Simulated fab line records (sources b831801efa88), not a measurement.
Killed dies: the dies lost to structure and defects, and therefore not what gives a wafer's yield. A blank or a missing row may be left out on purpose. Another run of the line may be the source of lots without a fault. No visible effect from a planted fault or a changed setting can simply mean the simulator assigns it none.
Split-lot study + flow gf180mcu + 23 wafers read across 5 lots, on a route 602 steps long

THE SPLIT ITSELF
At GF_DUAL_GATE_COAT_06 (resist thk 1000 nm), the setting spin_rpm was moved away from the recipe's 3000 rpm on 10 of the 23 wafers read, by -4.7% to +3.5%. This setting was run at the recipe's value on the other wafers.

Reading taken at the split's own step.

THE READING
NOVOLAK_of_DUAL_GATE_COAT_06.thk_nm (the simulator's own value, which no gauge read), in nm, at GF_DUAL_GATE_COAT_06 (resist thk 1000 nm). No usual value for it is given in the file. Average 1002.0 nm, standard deviation 3.6 nm, over the 13 wafers here run with the recipe.

| wafer  | tool, chamber at the split | spin_rpm as run, rpm | against the recipe | NOVOLAK_of_DUAL_GATE_COAT_06.thk_nm, nm | against lot-mates on the recipe |
|--------|----------------------------|----------------------|--------------------|-----------------------------------------|---------------------------------|
| L074.1 | litho_track-03, 0          | 3076                 | +2.5%              | 989.4                                   | -13.3                           |
| L074.3 | litho_track-03, 0          | 3000                 | recipe             | 1003                                    | -                               |
| L074.4 | litho_track-03, 0          | 3000                 | recipe             | 1003                                    | -                               |
| L074.5 | litho_track-03, 0          | 3000                 | recipe             | 1002                                    | -                               |
| L074.6 | litho_track-03, 0          | 3076                 | +2.5%              | 990.9                                   | -11.8                           |
| L076.1 | litho_track-03, 0          | 3063                 | +2.1%              | 996.5                                   | -10.0                           |
| L076.2 | litho_track-03, 0          | 3000                 | recipe             | 1004                                    | -                               |
| L076.3 | litho_track-03, 0          | 3063                 | +2.1%              | 995.8                                   | -10.7                           |
| L076.5 | litho_track-03, 0          | 3000                 | recipe             | 1009                                    | -                               |
| L076.6 | litho_track-03, 0          | 3063                 | +2.1%              | 994.1                                   | -12.4                           |
| L078.1 | litho_track-04, 0          | 3104                 | +3.5%              | 983.6                                   | -18.0                           |
| L078.2 | litho_track-04, 0          | 3104                 | +3.5%              | 984.1                                   | -17.5                           |
| L078.3 | litho_track-04, 0          | 3000                 | recipe             | 1004                                    | -                               |
| L078.4 | litho_track-04, 0          | 3104                 | +3.5%              | 986                                     | -15.6                           |
| L078.5 | litho_track-04, 0          | 3000                 | recipe             | 999.2                                   | -                               |
| L083.1 | litho_track-04, 0          | 3000                 | recipe             | 1005                                    | -                               |
| L083.2 | litho_track-04, 0          | 2858                 | -4.7%              | 1034                                    | +30.3                           |
| L083.3 | litho_track-04, 0          | 2858                 | -4.7%              | 1029                                    | +25.3                           |
| L083.4 | litho_track-04, 0          | 3000                 | recipe             | 1002                                    | -                               |
| L083.6 | litho_track-04, 0          | 3000                 | recipe             | 1004                                    | -                               |
| L084.1 | litho_track-03, 0          | 3000                 | recipe             | 998.7                                   | -                               |
| L084.4 | litho_track-03, 0          | 3000                 | recipe             | 994.1                                   | -                               |
| L084.6 | litho_track-03, 0          | 3000                 | recipe             | 998                                     | -                               |

FIT RESULTS
A straight line over all 23 wafers: NOVOLAK_of_DUAL_GATE_COAT_06.thk_nm changes by -5.4 nm for each +1% of spin_rpm; r = -0.96; the points scatter about the line by 3.5 nm.
The same after taking each lot's own level away (the mean of its wafers on the recipe; 23 wafers): -5.43 nm for each +1%; r = -0.99; scatter 1.9 nm.
According to that fit, moving spin_rpm by its largest amount changes the reading by 26 nm.
Measured against the standard deviation above, the lots' own levels, which go from 996.93 to 1006.50 nm, span 2.7 times it.
The two slopes agree, so the slope changes little with the lot-to-lot level.
Check: for one of the wafers moved furthest among these (-4.7%), held out of the fit, the line's prediction against its lot-mates is +24.4 nm. Against them it came out at +30.3 nm.

THESE WAFERS: OTHER SPLITS
These wafers also went through other splits before the reading. Each is held against what the fit with the lots' levels taken away leaves over:
| other split on the same wafers      | wafers away from the commonest value | r with NOVOLAK_of_DUAL_GATE_COAT_06.thk_nm (lot level and that fit taken away) |
|-------------------------------------|--------------------------------------|--------------------------------------------------------------------------------|
| GF_STI_CVD_03 time_s                | 10                                   | +0.15                                                                          |
| GF_STI_ETCH_13 source_w             | 11                                   | -0.03                                                                          |
| GF_STI_CVD_23 sih4_flow_sccm        | 11                                   | -0.09                                                                          |
| GF_STI_OXIDATION_29 ox_time_s       | 10                                   | +0.03                                                                          |
| GF_NWELL_IMPLANT_09 energy_kev      | 11                                   | +0.15                                                                          |
| GF_MVPSD_STRIP_10 pressure_mtorr    | 15                                   | -0.01                                                                          |
| GF_DUAL_GATE_OXIDATION_02 ox_time_s | 15                                   | -0.17                                                                          |

THE WHOLE CHAIN: every reading that the file lists as answering this split, in the file's order
| step                  | what it does       | reading                                                                              | change (the file's fit)              | r (the file's) |
|-----------------------|--------------------|--------------------------------------------------------------------------------------|--------------------------------------|----------------|
| GF_DUAL_GATE_COAT_06  | resist thk 1000 nm | NOVOLAK_of_DUAL_GATE_COAT_06.thk_nm (the simulator's own value, which no gauge read) | -5.38 nm for each +1% of the setting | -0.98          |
| GF_DUAL_GATE_STRIP_13 | strips in O2/N2    | strip_time_to_endpoint_s                                                             | withheld for each +1% of the setting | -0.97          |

FILE'S OWN FIT
NOVOLAK_of_DUAL_GATE_COAT_06.thk_nm changes by -5.38 nm for each +1% of spin_rpm, r = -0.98.
